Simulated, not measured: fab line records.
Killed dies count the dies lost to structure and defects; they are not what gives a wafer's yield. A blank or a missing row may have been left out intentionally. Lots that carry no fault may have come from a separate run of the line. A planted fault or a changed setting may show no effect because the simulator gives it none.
8D (eight disciplines) problem report, filled in by code :: flow gf180mcu :: the parts of the form that need people (team, actions taken, sign-off) are left out

## 1. THE PROBLEM
Mean of heater_power_total_W at GF_V5_PEB_12: 90.88 W across 3 wafers in 2 lots; on wafers with no fault it is 85.70 W (standard deviation 0.086). That is +60 standard deviations from the usual mean.
The step: peb time 90 s.
The first sign was on wafer L427.6 at day 31 02:05, on litho_track-01. At this step, 18 wafers from 6 lots have a number in the record. By rule, "out" or "out of limits" means more than 4 standard deviations away from the usual mean. All remaining wafers that have a number are taken as sound.

## 2. WHAT IT IS, AND WHAT IT ISN'T
question: which readings at this step
is: heater_power_total_W
is not: resist_line_temp_C

question: which lots
is: L425, L427
is not: L413, L419, L429, L431

question: which wafers of those lots
is: L425.4, L425.6, L427.6
is not: L425.5, L427.1, L427.5

question: read on which tools
is: litho_track-01
is not: litho_track-03, litho_track-04

question: when
is: from day 31 02:05
is not: up to then (8 sound wafers); but 7 sound wafers of L425, L429, L431 came after

## 3. SUSPECTS, AND WHAT RULES EACH OUT
Counting: if a tool at a process step up to the reading ran every lot that is out, it stays a suspect. Sound lots after the first of them don't rule it out here, since some wafers of a struck lot are sound.
- pecvd-03 at GF_V5_CVD_02 (deposits SiO2 from TEOS, target thk 1450 nm, time 163.28 s): kept. It ran every lot that is out, first L427 (day 30 07:44).
- cmp-01 at GF_V5_CMP_04 (polishes SiO2): kept. Ran every lot that is out, first one L427 (day 30 08:08); last sound lot up to then L419 (day 28 07:55).
- litho_track-01 at GF_V5_PEB_12 (peb time 90 s): kept. Ran every lot that is out, first one L427 (day 31 02:05); last sound lot up to then L413 (day 27 04:41). Out on those wafers are its own readings of heater_power_total_W.
- The sound lot-mates ran in chamber 0 of pecvd-03 at GF_V5_CVD_02, but the wafers that are out ran in chamber 2.
Left after counting: pecvd-03 at GF_V5_CVD_02, cmp-01 at GF_V5_CMP_04, litho_track-01 at GF_V5_PEB_12.

## 4. THE CAUSE (what the simulator had put in)
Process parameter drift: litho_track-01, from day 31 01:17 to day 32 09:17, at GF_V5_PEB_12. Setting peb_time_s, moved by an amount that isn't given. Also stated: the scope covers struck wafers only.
Counting left 3 suspects, and this tool is among them.

## 5. SEQUENCE OF EFFECTS, ordered by route
Rows list readings where the struck wafers' mean (over those with a number) sits beyond 3 standard deviations from the usual. Scope: only readings with a usual standard deviation given in the record; hours: median across lots of the time from each lot's start at the first step in this table that gives one to its start at this step; sigmas: change in usual standard deviations.
hours: 0
step: GF_V5_PEB_12
reading: heater_power_total_W
usual: 85.70 W
on struck wafers: 90.88
change: +5.18
sigmas: +60
Process steps it contains:
- GF_V5_PEB_12: peb time 90 s.
At these later measuring or inspecting steps, every struck wafer for which the step has a row has a number for every such reading, and none has moved that far: GF_V5_CD_MEAS_14, GF_V5_OVL_MEAS_15.

## 6. HOW IT WOULD HAVE BEEN CAUGHT EARLIER
In this record the first reading out of limits was taken at day 31 02:05, 1 hour after the fault began at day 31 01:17.
